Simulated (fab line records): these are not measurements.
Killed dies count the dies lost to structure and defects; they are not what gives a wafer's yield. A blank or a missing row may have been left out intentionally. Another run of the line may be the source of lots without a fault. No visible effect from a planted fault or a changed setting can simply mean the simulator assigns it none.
Matching of chambers | flow sfq line | SFQ_TRILAYER_I1_VIA_ETCH_VIA_ETCH_052 on rie diel-01: 4 sister chambers
The step etches SiO2 in CHF3, stops on Nb, target depth 260 nm. 8 wafers are shown with their chamber, then 6 later ones without.

== WAFERS, EACH WITH ITS CHAMBER ==
wafer  | chamber | oes product au (a.u.)
L571.4 | 2       | 0.858
L575.2 | 0       | 0.855
L575.5 | 2       | 0.851
L575.6 | 0       | 0.856
L576.1 | 1       | 0.862
L576.5 | 3       | 0.855
L581.1 | 1       | 0.853
L581.2 | 3       | 0.851

== WAFERS WHOSE CHAMBER IS MISSING ==
wafer  | oes product au (a.u.)
L581.4 | 0.841
L584.1 | 0.857
L584.6 | 0.850
L593.2 | 0.860
L593.3 | 0.862
L593.6 | 0.859

== THE CHAMBER EACH PASSED THROUGH ==
wafer  | from the rows above               | in truth
L581.4 | can't be placed: 3 or 2 or 0 or 1 | 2
L584.1 | can't be placed: 1 or 0 or 2 or 3 | 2
L584.6 | can't be placed: 3 or 2 or 0 or 1 | 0
L593.2 | can't be placed: 1 or 0 or 2 or 3 | 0
L593.3 | can't be placed: 1 or 0 or 2 or 3 | 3
L593.6 | can't be placed: 1 or 0 or 2 or 3 | 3
0 of 6 placed correctly. Not placeable from these rows: 6 (in 6, the candidates include the true chamber). 0 placed wrongly.
How it was worked out, from the rows above alone: a wafer's distance from a chamber is the root of the sum, over the readings, of the square of ((its reading less the chamber's mean) divided by the reading's scatter). The wafer belongs to the nearest chamber; if the next one is less than 2 further off, it can't be placed. A chamber's mean is the mean of its shown wafers. How the scatter is found: for the shown wafers, subtract from each reading the mean of its chamber, square and add these, divide the total by (wafers less chambers), then take the root.
